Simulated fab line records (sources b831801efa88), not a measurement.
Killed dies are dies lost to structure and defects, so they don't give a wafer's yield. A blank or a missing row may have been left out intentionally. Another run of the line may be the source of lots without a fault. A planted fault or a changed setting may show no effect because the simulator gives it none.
fab line records	flow sky130
record lots=6	wafers=18	last-day=49
route steps=708 shown VIA4@649 METAL5@661 PASSIVATION@681 PAD_OPEN@708
lots that met no fault: from a run of the same line without faults
start-h: start of the lot's first displayed wafer, in hours after the record's first day	wait-h: time in hours since the lot's previous step	" identical to the entry in the row above	L1.1+2: several wafers, shown together as one row	- no value, or no start given	* or withheld: withheld	< > ~ a bound
route shown NAME@n: names a module that has steps shown in the file, with the first one's number in the route	usual: average and standard deviation across the fault-free wafers	same: alike in all rows	chamber/n: place in a boat	sites: the reading at each site	_std_site: the standard deviation of these	_edge_site: outer sites' mean less inner sites'	radius-mm: for every site, how far away it sits from the centre of the wafer	mask NAME#n: copy n	behind: the tool/chamber that last shaped the wafer	hold: what put the lot on hold/how long, in hours/how the hold closed	device: transistor that didn't switch, given as n, p or np	end of line: tests run on the same wafers once the route is complete	a step without rows: its recipe alone	killed: the dies lost at the first sort to structure and to defects; this is not the yield of the wafer	map: a wafer's dies, marking killed ones x, the rest . and places with no die _
set.NAME: the setting the step ran with; set.NAME@STEP: the setting that earlier step ran with	model.NAME: the simulator's own value behind a step, which no gauge read
lots seen at some steps along the route; tables by step, rows by wafer
services: the hour from which a tool's chamber was out of use, counted from the record's first day as start-h (under 0 if before that day), plus the number of hours and why
## steps
# step SKY_VIA4_DEVELOP_10
# recipe resist=NOVOLAK	developer=TMAH	develop-time-s=60	dev-temp-c=23
# step SKY_VIA4_OVL_MEAS_11
# usual VIA4_OVL=-0.6/1.7
lot.wafer	tool	chamber	start-h	wait-h	VIA4_OVL[nm]
L699.4	overlay-02	-	998.08	0.1	0.6
L699.5	"	-	"	"	0.5
L699.6	"	-	"	"	0.2
L701.2	overlay-01	-	1024.02	0.1	-1.5
L701.3	"	-	"	"	-1.1
L701.4	"	-	"	"	-1.8
L705.1	overlay-02	-	1040.61	0.1	-0.9
L705.2	"	-	"	"	0.7
L705.4	"	-	"	"	-1.4
L710.4	overlay-02	-	1067.03	0.1	-0.6
L710.5	"	-	"	"	0.3
L710.6	"	-	"	"	-1.5
L713.2	overlay-02	-	1089.47	0.1	-0.6
L713.4	"	-	"	"	0.1
L713.5	"	-	"	"	0.6
L715.2	overlay-01	-	1106.07	0.1	-2.8
L715.5	"	-	"	"	-2.9
L715.6	"	-	"	"	-1.6
# step SKY_VIA4_ETCH_12
# recipe target=SiO2	chemistry=C4F8/O2/Ar	stop-on=TiN	mask-material=NOVOLAK	source-w=1500	bias-w=1200	pressure-mtorr=40	c4f8-flow-sccm=withheld	O2_flow_sccm=6	Ar_flow_sccm=300	time-s=withheld	target-depth-a=5800
# step SKY_VIA4_STRIP_13
# recipe chemistry=O2/N2	power-w=1400	pressure-mtorr=1500	platen-temp-c=withheld	o2-flow-sccm=3000	n2-flow-sccm=300	overash-fraction=0.5
# step SKY_VIA4_STRIP_14
# recipe chemistry=post-etch-residue-remover	time-s=1200	temp-c=72.5
# step SKY_VIA4_CLEAN_15
# recipe chemistry=IPA	time-s=180	temp-c=25
# step SKY_VIA4_CLEAN_16
# recipe chemistry=O3/DIW	dry=n2-spin
# step SKY_VIA4_SPUTTER_17
# recipe material=TiN	target-thk-nm=20	chamber-pressure-pa=5	power-w=4000	time-s=80
# step SKY_VIA4_CVD_18
# recipe material=W	target-thk-nm=505	time-s=152.14	temp-c=400	pressure-torr=40
# usual heater-power-outer-w=478/14	heater-power-w=776/38
lot.wafer	tool	chamber	start-h	wait-h	heater-power-outer-w	heater-power-w	since-wet-clean-h
L699.4	cvd-w-02	1	998.87	0.1	466	736	-
L699.5	"	1	"	"	449	739	-
L699.6	"	0	"	"	500	823	-
L701.2	cvd-w-02	1	1024.82	0.0	462	747	107
L701.3	"	0	"	"	498	872	-
L701.4	"	1	"	"	461	736	-
L705.1	cvd-w-02	1	1041.57	0.0	472	729	124
L705.2	"	0	"	"	497	829	124
L705.4	"	1	"	"	462	743	-
L710.4	cvd-w-01	0	1067.83	0.1	482	748	-
L710.5	"	0	"	"	494	758	-
L710.6	"	1	"	"	464	779	-
L713.2	cvd-w-01	1	1090.22	0.0	460	775	686
L713.4	"	1	"	"	470	778	-
L713.5	"	1	"	"	478	776	-
L715.2	cvd-w-02	0	1106.96	0.0	497	840	189
L715.5	"	0	"	"	501	826	-
L715.6	"	1	"	"	465	742	-
# step SKY_VIA4_RS_MEAS_19
# recipe thk-meas-gauge=four-point-probe	reads=W_of_VIA4_CVD_18+TiN_of_VIA4_SPUTTER_17
# usual VIA4_W_RS=0.224/0.003
lot.wafer	tool	chamber	start-h	wait-h	VIA4_W_RS[ohm/sq]
L699.4	film-metro-01	-	999.03	0.1	0.219
L699.5	"	-	"	"	0.221
L699.6	"	-	"	"	0.226
L701.2	film-metro-01	-	1024.99	0.1	0.220
L701.3	"	-	"	"	0.228
L701.4	"	-	"	"	0.222
L705.1	film-metro-01	-	1041.72	0.1	0.224
L705.2	"	-	"	"	0.227
L705.4	"	-	"	"	0.222
L710.4	film-metro-03	-	1067.99	0.1	0.226
L710.5	"	-	"	"	0.227
L710.6	"	-	"	"	0.224
L713.2	film-metro-01	-	1090.39	0.1	0.222
L713.4	"	-	"	"	0.222
L713.5	"	-	"	"	0.222
L715.2	film-metro-03	-	1107.13	0.1	0.227
L715.5	"	-	"	"	0.223
L715.6	"	-	"	"	0.222
# step SKY_VIA4_THK_MEAS_20
# recipe thk-meas-gauge=xrf	reads=W_of_VIA4_CVD_18
# usual VIA4_W_THK=502/7.5
lot.wafer	tool	chamber	start-h	wait-h	VIA4_W_THK[nm]
L699.4	film-metro-01	-	999.12	0.1	513
L699.5	"	-	"	"	510
L699.6	"	-	"	"	499
L701.2	film-metro-01	-	1025.10	0.1	507
L701.3	"	-	"	"	490
L701.4	"	-	"	"	503
L705.1	film-metro-01	-	1041.84	0.1	499
L705.2	"	-	"	"	495
L705.4	"	-	"	"	506
L710.4	film-metro-03	-	1068.08	0.1	499
L710.5	"	-	"	"	497
L710.6	"	-	"	"	501
L713.2	film-metro-01	-	1090.50	0.1	511
L713.4	"	-	"	"	509
L713.5	"	-	"	"	510
L715.2	film-metro-03	-	1107.24	0.1	499
L715.5	"	-	"	"	506
L715.6	"	-	"	"	507
# step SKY_VIA4_CMP_21
# recipe stop-on=SiO2	t-overpolish-s=25	down-force-psi=3.5	platen-rpm=60	target-thk-nm=0	pad-velocity-m-s=0.94248
# step SKY_METAL5_SPUTTER_00
# recipe material=Ti	target-thk-nm=15	power-w=3000	time-s=10	chamber-pressure-pa=0.4
# usual throttle-valve-pct=29.9/1
lot.wafer	tool	chamber	start-h	wait-h	throttle-valve-pct
L699.4	pvd-sputter-02	-	999.46	0.2	30.2
L699.5	"	-	"	"	30.6
L699.6	"	-	"	"	28.8
L701.2	pvd-sputter-03	-	1025.45	0.1	28.6
L701.3	"	-	"	"	30.9
L701.4	"	-	"	"	30.3
L705.1	pvd-sputter-03	-	1042.20	0.1	28.8
L705.2	"	-	"	"	30.7
L705.4	"	-	"	"	30.8
L710.4	pvd-sputter-02	-	1068.71	0.1	30.4
L710.5	"	-	"	"	30.3
L710.6	"	-	"	"	31.7
L713.2	pvd-sputter-04	-	1091.16	0.1	31.2
L713.4	"	-	"	"	31.0
L713.5	"	-	"	"	29.4
L715.2	pvd-sputter-02	-	1107.67	0.2	30.3
L715.5	"	-	"	"	30.4
L715.6	"	-	"	"	28.8
# step SKY_METAL5_SPUTTER_01
# recipe material=TiN	target-thk-nm=20	power-w=6500	time-s=16.7	chamber-pressure-pa=0.4
# step SKY_METAL5_SPUTTER_02
# recipe material=AlCu	target-thk-nm=1150	power-w=10600	time-s=61.2	chamber-pressure-pa=0.4
# step SKY_METAL5_SPUTTER_03
# recipe material=Ti	target-thk-nm=5	power-w=3000	time-s=3.3	chamber-pressure-pa=0.4
# step SKY_METAL5_SPUTTER_04
# recipe material=TiN	target-thk-nm=70	power-w=6500	time-s=58.3	chamber-pressure-pa=0.4
# step SKY_METAL5_RS_MEAS_05
# recipe thk-meas-gauge=four-point-probe	reads=TiN_of_METAL5_SPUTTER_04+Ti_of_METAL5_SPUTTER_03+AlCu_of_METAL5_SPUTTER_02+TiN_of_METAL5_SPUTTER_01+Ti_of_METAL5_SPUTTER_00
# usual METAL5_ALCU_RS=0.02699/0.00028
lot.wafer	tool	chamber	start-h	wait-h	METAL5_ALCU_RS[ohm/sq]
L699.4	film-metro-04	-	999.68	0.1	0.02692
L699.5	"	-	"	"	0.02723
L699.6	"	-	"	"	0.02719
L701.2	film-metro-01	-	1025.63	0.0	0.02742
L701.3	"	-	"	"	0.02733
L701.4	"	-	"	"	0.02741
L705.1	film-metro-01	-	1042.37	0.0	0.0267
L705.2	"	-	"	"	0.02714
L705.4	"	-	"	"	0.02677
L710.4	film-metro-01	-	1068.93	0.1	0.02723
L710.5	"	-	"	"	0.02702
L710.6	"	-	"	"	0.02706
L713.2	film-metro-03	-	1091.35	0.0	0.02708
L713.4	"	-	"	"	0.02686
L713.5	"	-	"	"	0.02684
L715.2	film-metro-04	-	1107.86	0.0	0.02685
L715.5	"	-	"	"	0.02684
L715.6	"	-	"	"	0.02692
# step SKY_METAL5_THK_MEAS_06
# recipe thk-meas-gauge=xrf	reads=AlCu_of_METAL5_SPUTTER_02
# usual METAL5_ALCU_THK=1152/15
lot.wafer	tool	chamber	start-h	wait-h	METAL5_ALCU_THK[nm]
L699.4	film-metro-04	-	999.77	0.1	1150
L699.5	"	-	"	"	1136
L699.6	"	-	"	"	1141
L701.2	film-metro-01	-	1025.74	0.1	1137
L701.3	"	-	"	"	1132
L701.4	"	-	"	"	1122
L705.1	film-metro-01	-	1042.49	0.1	1158
L705.2	"	-	"	"	1145
L705.4	"	-	"	"	1165
L710.4	film-metro-01	-	1069.02	0.1	1144
L710.5	"	-	"	"	1154
L710.6	"	-	"	"	1148
L713.2	film-metro-03	-	1091.46	0.1	1158
L713.4	"	-	"	"	1170
L713.5	"	-	"	"	1164
L715.2	film-metro-04	-	1107.97	0.1	1155
L715.5	"	-	"	"	1153
L715.6	"	-	"	"	1150
# step SKY_METAL5_DEHYDRATE_07
# recipe temp-c=200	time-s=60
# step SKY_METAL5_HMDS_08
# recipe prime-time-s=60	prime-temp-c=120
# step SKY_METAL5_COAT_09
# recipe resist=NOVOLAK	spin-rpm=3000	resist-thk-nm=1800
# step SKY_METAL5_SOFTBAKE_10
# recipe temp-c=90	time-s=60	resist=NOVOLAK
# step SKY_METAL5_EXPOSE_11
# recipe mask-id=MM5	na=0.6	source-shape=conventional	sigma-outer=0.6	polarization=unpolarized	target-cd-nm=1600	dose-mj=190
# step SKY_METAL5_PEB_12
# recipe temp-c=withheld	time-s=*	resist=NOVOLAK
# step SKY_METAL5_DEVELOP_13
# recipe resist=NOVOLAK	developer=TMAH	develop-time-s=60	dev-temp-c=23
# step SKY_METAL5_DESCUM_14
# recipe chemistry=O2	source-power-w=150	bias-power-w=0	pressure-mtorr=10	temp-c=40	time-s=11
# usual drypump-motor-current-A=6.0/0.3	oes-product-au=0.998/0.01
lot.wafer	tool	chamber	start-h	wait-h	drypump-motor-current-A	oes-product-au	rf-hours-counter-h
L699.4	rie-metal-03	1	1022.52	0.1	6.4	1.002	-
L699.5	"	0	"	"	5.9	1.002	-
L699.6	"	1	"	"	6.4	0.999	-
L701.2	rie-metal-04	0	1048.17	0.1	6.0	1.000	11
L701.3	"	0	"	"	6.0	0.989	-
L701.4	"	1	"	"	5.8	0.983	-
L705.1	rie-metal-01	1	1063.71	0.1	6.2	1.004	12
L705.2	"	0	"	"	5.5	0.984	21
L705.4	"	0	"	"	5.5	0.982	-
L710.4	rie-metal-04	1	1089.88	0.1	5.7	0.985	-
L710.5	"	0	"	"	6.0	0.989	-
L710.6	"	1	"	"	5.7	0.986	-
L713.2	rie-metal-03	0	1111.31	0.1	5.9	1.003	14
L713.4	"	1	"	"	6.4	1.000	-
L713.5	"	1	"	"	6.4	0.999	-
L715.2	rie-metal-03	1	1127.76	0.1	6.4	0.988	22
L715.5	"	1	"	"	6.4	0.994	-
L715.6	"	0	"	"	5.9	1.002	-
# step SKY_METAL5_METAL_ETCH_15
# recipe target-depth-a=12600	stop-on=SiO2	over-etch-frac=0.2	time-s=252	chemistry=Cl2/BCl3	resist-sidewall-deg=86	pressure-mtorr=10	icp-w=900	bias-w=48.5	Cl2_flow_sccm=60	bcl3-flow-sccm=30
# usual drypump-motor-current-A=6.0/0.3	mfc-cl2-sccm=60.01/0.18	oes-product-au=0.894/0.0052	throttle-valve-pct=22.264/0.009
lot.wafer	tool	chamber	start-h	wait-h	drypump-motor-current-A	mfc-cl2-sccm	oes-product-au	rf-hours-counter-h	throttle-valve-pct
L699.4	rie-metal-03	1	1022.62	0.1	6.4	60.20	0.891	-	22.256
L699.5	"	0	"	"	5.9	60.04	0.894	-	22.268
L699.6	"	1	"	"	6.4	60.04	0.892	-	22.264
L701.2	rie-metal-04	0	1048.21	0.0	5.9	59.99	0.895	11	22.260
L701.3	"	0	"	"	6.0	60.24	0.905	-	22.259
L701.4	"	1	"	"	5.7	59.97	0.902	-	22.272
L705.1	rie-metal-01	1	1063.74	0.0	6.2	60.08	0.898	12	22.261
L705.2	"	0	"	"	5.5	60.11	0.894	21	22.266
L705.4	"	0	"	"	5.5	60.07	0.895	-	22.259
L710.4	rie-metal-04	1	1089.98	0.1	5.7	59.96	0.886	-	22.267
L710.5	"	0	"	"	6.0	59.85	0.897	-	22.276
L710.6	"	1	"	"	5.8	60.01	0.898	-	22.263
L713.2	rie-metal-03	0	1111.34	0.0	5.9	59.73	0.897	14	22.258
L713.4	"	1	"	"	6.5	59.99	0.898	-	22.245
L713.5	"	1	"	"	6.5	60.31	0.894	-	22.259
L715.2	rie-metal-03	1	1127.79	0.0	6.4	60.00	0.891	22	22.248
L715.5	"	1	"	"	6.4	60.18	0.888	-	22.265
L715.6	"	0	"	"	5.9	60.08	0.895	-	22.255
# step SKY_METAL5_STRIP_16
# recipe chemistry=O2/N2	power-w=1400	pressure-mtorr=1500	platen-temp-c=withheld	o2-flow-sccm=3000	n2-flow-sccm=300	overash-fraction=0.5
# usual drypump-motor-current-A=6.0/0.4	o2-flow-sccm=3000/9.2	oes-product-au=0.710/0.0044	strip-time-to-endpoint-s=13.09/0.14
lot.wafer	tool	chamber	start-h	wait-h	drypump-motor-current-A	o2-flow-sccm	oes-product-au	rf-hours-counter-h	strip-time-to-endpoint-s
L699.4	plasma-asher-04	1	1022.81	0.1	6.0	3012	0.708	-	13.14
L699.5	"	0	"	"	6.5	2999	0.723	-	12.96
L699.6	"	1	"	"	6.0	3002	0.709	-	13.13
L701.2	plasma-asher-01	0	1048.44	0.2	5.5	2991	0.710	31	13.26
L701.3	"	1	"	"	6.0	2989	0.717	-	13.28
L701.4	"	0	"	"	5.5	2973	0.711	-	13.30
L705.1	plasma-asher-04	0	1063.98	0.2	6.5	2997	0.707	64	13.03
L705.2	"	1	"	"	5.9	3017	0.713	64	13.24
L705.4	"	0	"	"	6.5	2990	0.709	-	13.24
L710.4	plasma-asher-01	0	1090.17	0.1	5.5	2998	0.718	-	13.30
L710.5	"	1	"	"	5.9	3029	0.720	-	13.16
L710.6	"	0	"	"	5.5	3008	0.719	-	13.29
L713.2	plasma-asher-04	1	1111.58	0.2	6.0	3002	0.704	69	12.94
L713.4	"	0	"	"	6.4	3016	0.714	-	13.08
L713.5	"	1	"	"	5.9	3002	0.707	-	13.15
L715.2	plasma-asher-01	0	1128.03	0.2	5.5	3009	0.701	38	13.16
L715.5	"	1	"	"	5.9	2994	0.713	-	13.03
L715.6	"	0	"	"	5.6	3007	0.712	-	13.03
# step SKY_METAL5_STRIP_17
# recipe chemistry=post-etch-residue-remover	time-s=1200	temp-c=72.5
# step SKY_METAL5_CLEAN_18
# recipe chemistry=IPA	time-s=180	temp-c=25
# step SKY_METAL5_CLEAN_19
# recipe chemistry=O3/DIW	dry=n2-spin
# step SKY_PASSIVATION_CVD_00
# recipe material=SiO2	target-thk-nm=90	temp-c=400	time-s=withheld	rf-w=600
# usual heater-power-outer-w=364/79	heater-power-w=640/120
lot.wafer	tool	chamber	start-h	wait-h	heater-power-outer-w	heater-power-w
L699.4	pecvd-04	0	1023.38	0.0	314	562
L699.5	"	0	"	"	325	574
L699.6	"	2	"	"	504	903
L701.2	pecvd-04	0	1049.03	0.0	371	640
L701.3	"	2	"	"	532	895
L701.4	"	0	"	"	275	505
L705.1	pecvd-04	1	1064.57	0.0	351	616
L705.2	"	0	"	"	376	639
L705.4	"	2	"	"	528	878
L710.4	pecvd-04	0	1090.75	0.0	356	605
L710.5	"	2	"	"	480	849
L710.6	"	1	"	"	351	622
L713.2	pecvd-04	2	1112.21	0.0	548	918
L713.4	"	0	"	"	363	622
L713.5	"	1	"	"	360	620
L715.2	pecvd-01	1	1128.71	0.0	367	655
L715.5	"	1	"	"	377	642
L715.6	"	2	"	"	262	490
# step SKY_PASSIVATION_THK_MEAS_01
# recipe reads=SiO2_of_PASSIVATION_CVD_00
# usual PASSIVATION_CVD_00_THK=89.8/1.2
lot.wafer	tool	chamber	start-h	wait-h	PASSIVATION_CVD_00_THK[nm]
L699.4	film-metro-01	-	1023.43	-	89.3
L699.5	"	-	"	"	89.8
L699.6	"	-	"	"	89.3
L701.2	film-metro-04	-	1049.08	-	87.6
L701.3	"	-	"	"	89.1
L701.4	"	-	"	"	89.1
L705.1	film-metro-01	-	1064.59	-	88.5
L705.2	"	-	"	"	87.4
L705.4	"	-	"	"	89.8
L710.4	film-metro-04	-	1090.79	-	88.9
L710.5	"	-	"	"	90.5
L710.6	"	-	"	"	89.0
L713.2	film-metro-01	-	1112.24	-	87.4
L713.4	"	-	"	"	90.6
L713.5	"	-	"	"	91.1
L715.2	film-metro-04	-	1128.76	-	89.4
L715.5	"	-	"	"	91.2
L715.6	"	-	"	"	90.2
# step SKY_PASSIVATION_CVD_02
# recipe material=Si3N4	target-thk-nm=540	temp-c=400	time-s=withheld	rf-w=450
# step SKY_PASSIVATION_THK_MEAS_03
# recipe reads=Si3N4_of_PASSIVATION_CVD_02
# usual PASSIVATION_CVD_02_THK=538/6.2
lot.wafer	tool	chamber	start-h	wait-h	PASSIVATION_CVD_02_THK[nm]
L699.4	film-metro-04	-	1023.72	-	545
L699.5	"	-	"	"	538
L699.6	"	-	"	"	546
L701.2	film-metro-04	-	1049.36	-	535
L701.3	"	-	"	"	532
L701.4	"	-	"	"	537
L705.1	film-metro-02	-	1064.88	-	539
L705.2	"	-	"	"	531
L705.4	"	-	"	"	542
L710.4	film-metro-01	-	1091.08	-	544
L710.5	"	-	"	"	546
L710.6	"	-	"	"	538
L713.2	film-metro-01	-	1112.64	-	542
L713.4	"	-	"	"	544
L713.5	"	-	"	"	542
L715.2	film-metro-02	-	1129.04	-	530
L715.5	"	-	"	"	540
L715.6	"	-	"	"	538
# step SKY_PASSIVATION_DEHYDRATE_04
# recipe temp-c=200	time-s=60
# step SKY_PASSIVATION_HMDS_05
# recipe prime-time-s=60	prime-temp-c=120
# step SKY_PASSIVATION_COAT_06
# recipe spin-rpm=2000	resist-thk-nm=3000
# step SKY_PASSIVATION_SOFTBAKE_07
# recipe temp-c=110	time-s=withheld
# step SKY_PASSIVATION_EXPOSE_08
# recipe mask-id=NSM	target-cd-nm=3000	na=0.57	dose-mj=260
# step SKY_PASSIVATION_PEB_09
# recipe temp-c=115	time-s=withheld
# step SKY_PAD_OPEN_PROBE_99
# usual defect-limited-yield=82.2/1.8	killed_at_M0_to_M3=44/6.8	killed_at_M4_up=2.9/1.9	killed-at-contacts=24/5.2	killed-at-front-end=16/4.1	killed-at-other=0.4/0.74	killed-dies=88/9.1	killed-open=48/7.2	killed-short=39/5.6	sort_bin_3_pad_short=0.9/0.43	sort_bin_5_function=10.6/1.4	sort_bin_6_memory=6.3/1	sort-n-pass=404/9.1	sort-yield-pct=82.2/1.8
# same gross-dies=492	killed-at-back-side=0	sort_bin_4_leakage[%]=0	sort_bin_8_speed[%]=0
lot.wafer	tool	chamber	start-h	wait-h	defect-limited-yield[%]	killed_at_M0_to_M3	killed_at_M4_up	killed-at-contacts	killed-at-front-end	killed-at-other	killed-dies	killed-open	killed-short	sort_bin_3_pad_short[%]	sort_bin_5_function[%]	sort_bin_6_memory[%]	sort-n-pass	sort-yield-pct[%]	model.etest.licon-pdiff.rc-ohm	model.etest.licon-ndiff.rc-ohm	model.etest.licon-poly.rc-ohm
L699.4	prober-02	-	1069.83	0.2	87.2	34	1	15	12	1	63	32	31	0.6	8.5	3.7	429	87.2	594	185.7	156.6
L699.5	prober-02	-	1069.88	0.2	84.1	39	5	20	13	1	78	40	38	0.2	10.2	5.5	414	84.1	594.7	187.6	156.6
L699.6	prober-02	-	1069.93	0.2	86.2	41	5	15	7	0	68	37	30	0.6	8.1	5.1	424	86.2	577.9	183.2	154.4
L701.2	prober-02	-	1094.17	0.1	83.1	42	2	27	12	0	83	45	38	2.2	8.3	6.3	409	83.1	578.1	186	149
L701.3	prober-02	-	1094.22	0.2	83.1	40	2	27	14	0	83	46	37	0.6	9.6	6.7	409	83.1	591.1	183.3	153.1
L701.4	prober-02	-	1094.27	0.2	80.7	41	6	29	19	0	95	52	40	0.8	12.4	6.1	397	80.7	581.7	184.2	149.6
L705.1	prober-02	-	1108.19	0.1	81.5	46	1	29	15	0	91	60	30	1.2	10.4	6.9	401	81.5	559.5	175.3	152.6
L705.2	prober-02	-	1108.24	0.1	80.9	39	6	36	13	0	94	53	41	0.8	11.4	6.9	398	80.9	562.9	183.3	150.1
L705.4	prober-02	-	1108.34	0.2	80.7	34	5	37	18	1	95	47	47	0.4	9.8	9.1	397	80.7	573	177.6	148.1
L710.4	prober-01	-	1133.43	0.2	83.5	42	5	22	12	0	81	51	29	1.0	8.5	6.9	411	83.5	615.6	196.1	155.8
L710.5	prober-01	-	1133.48	0.2	83.7	45	4	22	9	0	80	37	43	0.6	9.6	6.1	412	83.7	589	183.3	150.2
L710.6	prober-01	-	1133.53	0.2	82.3	38	8	29	10	2	87	47	40	1.4	11.6	4.7	405	82.3	592.2	186.2	149.6
L713.2	prober-02	-	1153.39	0.1	81.5	37	1	33	20	0	91	53	37	0.4	10.8	7.3	401	81.5	578.5	177.7	150.4
L713.4	prober-02	-	1153.49	0.2	83.7	43	0	20	17	0	80	55	25	1.4	9.1	5.7	412	83.7	564.5	178.6	149.5
L713.5	prober-02	-	1153.54	0.2	82.7	43	3	29	10	0	85	47	38	0.6	9.8	6.9	407	82.7	587.9	177.4	150.6
L715.2	prober-02	-	1166.42	0.1	82.1	50	1	27	9	1	88	50	38	1.2	11.6	5.1	404	82.1	551.1	173.2	145.3
L715.5	prober-02	-	1166.57	0.2	81.9	45	5	23	16	0	89	50	39	0.6	10.4	7.1	403	81.9	570.5	176.3	150.6
L715.6	prober-02	-	1166.62	0.2	81.9	36	3	29	21	0	89	42	47	1.2	11.6	5.3	403	81.9	527.9	172.9	150.3
# killed by level:class
L699.4 CONTACT:geometric-particle:open=8 VIA1:geometric-particle:open=6 VIA2:geometric-particle:short=6 FIELD_ISO:geometric-particle:short=5 VIA3:geometric-particle:open=5 LI_CONTACT:geometric-particle:open=4 VIA1:geometric-particle:short=3 VIA2:geometric-particle:open=3
L699.5 VIA1:geometric-particle:open=10 CONTACT:geometric-particle:open=8 METAL1:geometric-particle:short=7 LI_CONTACT:geometric-particle:open=6 VIA2:geometric-particle:open=5 METAL2:geometric-particle:short=5 METAL4:geometric-particle:short=4 SPACER:geometric-particle:short=3
L699.6 VIA1:geometric-particle:open=12 CONTACT:geometric-particle:open=8 METAL2:geometric-particle:short=7 VIA3:geometric-particle:open=7 CONTACT:geometric-particle:short=4 VIA1:geometric-particle:short=3 VIA2:geometric-particle:open=3 VIA3:geometric-particle:short=3
L701.2 VIA1:geometric-particle:open=13 LI_CONTACT:geometric-particle:open=8 LOCAL_INTERCONNECT:geometric-particle:short=6 VIA2:geometric-particle:open=6 CONTACT:geometric-particle:open=6 METAL2:geometric-particle:short=6 POLY_GATE:geometric-particle:open=5 METAL1:geometric-particle:short=5
L701.3 VIA1:geometric-particle:open=12 CONTACT:geometric-particle:open=7 LI_CONTACT:geometric-particle:open=7 FIELD_ISO:geometric-particle:open=6 LI_CONTACT:geometric-particle:short=6 VIA2:geometric-particle:open=5 CONTACT:geometric-particle:short=4 VIA3:geometric-particle:open=4
L701.4 CONTACT:geometric-particle:open=12 VIA1:geometric-particle:open=10 VIA3:geometric-particle:open=7 LI_CONTACT:geometric-particle:open=7 POLY_GATE:geometric-particle:open=5 VIA1:geometric-particle:short=5 CONTACT:geometric-particle:short=5 METAL1:geometric-particle:short=5
L705.1 VIA1:geometric-particle:open=14 VIA3:geometric-particle:open=10 CONTACT:geometric-particle:open=8 VIA2:geometric-particle:open=8 CONTACT:geometric-particle:short=7 METAL2:geometric-particle:short=7 LI_CONTACT:geometric-particle:open=6 POLY_GATE:geometric-particle:open=5
L705.2 CONTACT:geometric-particle:open=13 VIA1:geometric-particle:open=10 LI_CONTACT:geometric-particle:open=9 CONTACT:geometric-particle:short=8 VIA2:geometric-particle:open=8 METAL4:geometric-particle:short=5 POLY_GATE:geometric-particle:open=4 POLY_GATE:geometric-particle:short=4
L705.4 LI_CONTACT:geometric-particle:open=10 CONTACT:geometric-particle:open=9 CONTACT:geometric-particle:short=8 VIA3:geometric-particle:open=6 FIELD_ISO:geometric-particle:short=5 VIA2:geometric-particle:short=5 LI_CONTACT:geometric-particle:short=5 METAL4:geometric-particle:short=5
L710.4 VIA3:geometric-particle:open=12 CONTACT:geometric-particle:open=10 VIA1:geometric-particle:open=7 VIA2:geometric-particle:open=5 LI_CONTACT:geometric-particle:open=4 METAL2:geometric-particle:short=4 FIELD_ISO:geometric-particle:open=3 FIELD_ISO:geometric-particle:short=3
L710.5 CONTACT:geometric-particle:open=8 VIA2:geometric-particle:open=7 CONTACT:geometric-particle:short=6 METAL2:geometric-particle:short=6 VIA3:geometric-particle:open=6 VIA1:geometric-particle:short=5 VIA3:geometric-particle:short=5 METAL1:geometric-particle:short=4
L710.6 CONTACT:geometric-particle:open=15 LI_CONTACT:geometric-particle:open=7 METAL2:geometric-particle:short=7 FIELD_ISO:geometric-particle:open=5 VIA2:geometric-particle:short=5 METAL4:geometric-particle:short=5 METAL1:geometric-particle:short=4 VIA1:geometric-particle:short=4
L713.2 CONTACT:geometric-particle:open=14 LI_CONTACT:geometric-particle:open=9 FIELD_ISO:geometric-particle:open=8 VIA1:geometric-particle:open=7 METAL1:geometric-particle:short=6 METAL3:geometric-particle:short=5 VIA3:geometric-particle:open=4 LOCAL_INTERCONNECT:geometric-particle:short=4
L713.4 VIA1:geometric-particle:open=18 CONTACT:geometric-particle:open=12 VIA3:geometric-particle:open=9 FIELD_ISO:geometric-particle:open=4 POLY_GATE:geometric-particle:open=4 POLY_GATE:geometric-particle:short=4 METAL1:geometric-particle:short=4 VIA1:geometric-particle:short=4
L713.5 VIA3:geometric-particle:open=12 VIA1:geometric-particle:open=12 CONTACT:geometric-particle:open=8 LI_CONTACT:geometric-particle:open=6 LOCAL_INTERCONNECT:geometric-particle:short=6 METAL1:geometric-particle:short=6 POLY_GATE:geometric-particle:short=5 LI_CONTACT:geometric-particle:short=5
L715.2 CONTACT:geometric-particle:open=12 VIA2:geometric-particle:open=10 VIA1:geometric-particle:open=10 LI_CONTACT:geometric-particle:open=7 VIA1:geometric-particle:short=6 LOCAL_INTERCONNECT:geometric-particle:short=5 METAL1:geometric-particle:short=5 METAL2:geometric-particle:short=5
L715.5 CONTACT:geometric-particle:open=12 VIA1:geometric-particle:open=8 METAL2:geometric-particle:short=8 LOCAL_INTERCONNECT:geometric-particle:short=7 POLY_GATE:geometric-particle:open=6 VIA3:geometric-particle:open=6 FIELD_ISO:geometric-particle:open=5 VIA2:geometric-particle:short=5
L715.6 LI_CONTACT:geometric-particle:open=9 VIA1:geometric-particle:open=8 POLY_GATE:geometric-particle:short=6 CONTACT:geometric-particle:short=6 METAL3:geometric-particle:short=6 VIA2:geometric-particle:short=6 POLY_GATE:geometric-particle:open=5 LOCAL_INTERCONNECT:geometric-particle:short=5
## services
tool	chamber	start-h	hours	kind
rie-metal-01	-	975.79	2.8	pm
pecvd-01	-	985.37	1.9	repair
pecvd-01	2	994.43	13.6	repair
pvd-sputter-03	-	994.98	2.5	repair
pvd-sputter-04	-	996.36	1.7	repair
plasma-asher-04	-	1008.63	8.8	pm
pecvd-01	-	1019.46	1.6	repair
pecvd-04	1	1020.85	5.5	scheduled-down
cvd-w-01	0	1023.41	7.8	repair
pecvd-04	-	1025.13	4.2	repair
rie-metal-04	-	1027.69	1.4	pm
pecvd-04	1	1029.29	-	clean
pecvd-04	1	1029.29	-	consumable-replace:showerhead
pecvd-04	1	1029.29	29.0	scheduled-down
rie-metal-03	1	1058.82	4.3	repair
plasma-asher-01	-	1061.48	2.2	repair
pecvd-01	-	1069.33	0.9	repair
cvd-w-01	-	1082.58	2.8	pm
pvd-sputter-02	-	1086.25	9.4	repair
pvd-sputter-03	-	1093.89	1.9	repair
pecvd-04	-	1099.08	5.5	pm
cvd-w-01	0	1103.78	8.6	repair
pecvd-01	0	1104.91	23.7	repair
rie-metal-03	-	1109.04	0.6	repair
## key
first-sign none at tools or gauges
model-effect step=SKY_PAD_OPEN_PROBE_99	value=etest.licon-pdiff.rc-ohm	without=597.7	struck=579.1
met-at SKY_METAL5_SPUTTER_00
struck-wafers L710.4,L715.2,L715.5
onset-between 999.46 1068.71
fault kind=site-profile-drift	tool=pvd-sputter-02	chamber=-	onset-h=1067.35	steps=SKY_METAL5_SPUTTER_00	basis=fraction	max-abs-drift=0.42797	slope-share-per-hr=95.105	site-pattern=0,0,0,0,0,-1,-1,-1,-1	scope=struck-wafers-only
